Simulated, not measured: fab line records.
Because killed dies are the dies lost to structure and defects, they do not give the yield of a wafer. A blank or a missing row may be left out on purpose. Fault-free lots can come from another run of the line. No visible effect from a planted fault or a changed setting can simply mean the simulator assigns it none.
Which tool is to blame? | flow gf180mcu | Sampling: 14 lots, 42 wafers, 2 of 602 route steps

WHAT THE GAUGES READ, wafer by wafer
GF_TOP_METAL_CD_MEAS_14: target cd 440 nm.
lot  | measured     | on        | cd-nm (nm)
L538 | day 28 02:19 | cd-sem-02 | 439.8 439.0 440.3
L539 | day 28 05:40 | cd-sem-01 | 440.1 440.4 439.8
L542 | day 29 12:47 | cd-sem-02 | 441.2 439.8 439.9
L543 | day 29 19:25 | cd-sem-01 | 440.6 441.7 441.7
L544 | day 29 23:55 | cd-sem-01 | 445.2 444.4 443.2
L545 | day 30 09:30 | cd-sem-02 | 438.1 439.3 439.3
L547 | day 30 16:25 | cd-sem-01 | 438.3 439.2 436.9
L548 | day 31 02:03 | cd-sem-01 | 438.8 439.2 440.6
L549 | day 31 14:51 | cd-sem-01 | 440.2 442.9 442.5
L550 | day 31 20:00 | cd-sem-01 | 439.9 440.8 442.0
L551 | day 31 22:05 | cd-sem-02 | 439.7 439.4 440.2
L559 | day 33 19:09 | cd-sem-02 | 439.3 438.7 441.9
L560 | day 33 19:49 | cd-sem-02 | 439.5 438.7 440.1
L561 | day 34 05:18 | cd-sem-01 | 439.5 440.7 437.6

WHAT TOOL EACH LOT RAN ON (gives the tool, then ch and the chambers of the sampled wafers, and finally the start)
lot  | GF_V5_CVD_02
L538 | pecvd-01 ch 0,2, day 26 07:47
L539 | pecvd-01 ch 0,1,2, day 26 10:56
L542 | pecvd-03 ch 0,1,2, day 27 18:53
L543 | pecvd-03 ch 1,2, day 28 02:47
L544 | pecvd-03 ch 0,1,2, day 28 08:50
L545 | pecvd-04 ch 0,2, day 28 17:21
L547 | pecvd-03 ch 1,2, day 29 01:10
L548 | pecvd-03 ch 1,2, day 29 11:05
L549 | pecvd-04 ch 0,1,2, day 30 00:16
L550 | pecvd-04 ch 0,1, day 30 06:40
L551 | pecvd-04 ch 0,1,2, day 30 09:16
L559 | pecvd-01 ch 0,1,2, day 32 09:16
L560 | pecvd-01 ch 0,2, day 32 10:29
L561 | pecvd-03 ch 0,1, day 32 19:40
- GF_V5_CVD_02: deposits SiO2 from TEOS, target thk 1450 nm, time 163.28 s.

WHAT THE TOOLS THEMSELVES READ (means of the sampled wafers that have a number; where no wafer has one, the mark that the record gives instead)
GF_V5_CVD_02.
lot  | tool     | heater-power-w (W)
L538 | pecvd-01 | 578
L539 | pecvd-01 | 540
L542 | pecvd-03 | 757
L543 | pecvd-03 | 749
L544 | pecvd-03 | 710
L545 | pecvd-04 | 637
L547 | pecvd-03 | 699
L548 | pecvd-03 | 759
L549 | pecvd-04 | 613
L550 | pecvd-04 | 595
L551 | pecvd-04 | 684
L559 | pecvd-01 | 647
L560 | pecvd-01 | 594
L561 | pecvd-03 | 710

THE ANSWER, worked out from the rows above alone
Rule: usual is defined by the lots themselves. The widest of any qualifying gaps counts: lots, ordered by their means at a reading, are off when they make up no more than a third of the lots, leave a main group of 4 or more, and stand apart from it by 3 or more times the standard deviation of that group's means. A main group whose means are all the same, to the digits that the tables above print for the reading, isn't used. A lot without any number at a reading at which 4 lots or more have one is off too. Where the step has rows for the other lots, those lots are counted as sound. First the gauges in route order, then the tools' own readings, where a lot's mean is used as printed above. At the first step where some lot is off, the reading lying furthest off is the one used; lots without a number count as furthest.
Nothing can be told from this: no lot is off at any reading shown.

WHAT WAS PUT IN BY THE SIMULATOR
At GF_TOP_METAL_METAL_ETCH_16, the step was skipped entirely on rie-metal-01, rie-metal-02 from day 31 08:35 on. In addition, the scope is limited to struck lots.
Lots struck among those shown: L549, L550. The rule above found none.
